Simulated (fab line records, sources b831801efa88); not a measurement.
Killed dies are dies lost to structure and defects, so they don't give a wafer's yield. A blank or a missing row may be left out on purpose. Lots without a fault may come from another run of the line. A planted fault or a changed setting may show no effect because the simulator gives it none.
Chamber matching | flow gf180mcu | GF_V5_CVD_00 on hdpcvd-01: 3 sister chambers
The step deposits SiO2, target thk 300 nm, time 50 s. 3 wafers are shown with their chamber, then 7 later ones without.

WAFERS WITH THEIR CHAMBER
wafer  | chamber | sih4_flow_sccm (sccm)
L183.1 | 1       | 60.01
L183.4 | 0       | 60.01
L187.4 | 2       | 59.66

WAFERS WITHOUT THEIR CHAMBER
wafer  | sih4_flow_sccm (sccm)
L187.6 | 60.10
L195.1 | 60.04
L195.4 | 59.90
L195.5 | 60.11
L197.2 | 59.90
L197.4 | 60.10
L197.5 | 60.16

WHICH CHAMBER EACH WENT THROUGH
wafer  | from the rows above          | in truth
L187.6 | can't be placed: 0 or 1      | 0
L195.1 | can't be placed: 0 or 1      | 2
L195.4 | can't be placed: 0 or 1 or 2 | 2
L195.5 | can't be placed: 0 or 1      | 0
L197.2 | can't be placed: 0 or 1 or 2 | 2
L197.4 | can't be placed: 0 or 1      | 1
L197.5 | can't be placed: 0 or 1      | 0
Placed correctly: 0 of 7. Can't be placed from these rows: 7 (the true chamber is among the candidates in 6). Placed wrongly: 0.
How it was worked out, from the rows above alone: a wafer's distance from a chamber is the root of the sum, over the readings, of the square of ((its reading less the chamber's mean) divided by the reading's scatter). The wafer belongs to the nearest chamber; if the next one is less than 2 further off, it can't be placed. A chamber's mean is the mean of its shown wafers. The scatter: with one shown wafer a chamber, the root of the mean of the squares of how far each hidden wafer lies from its nearest shown one.
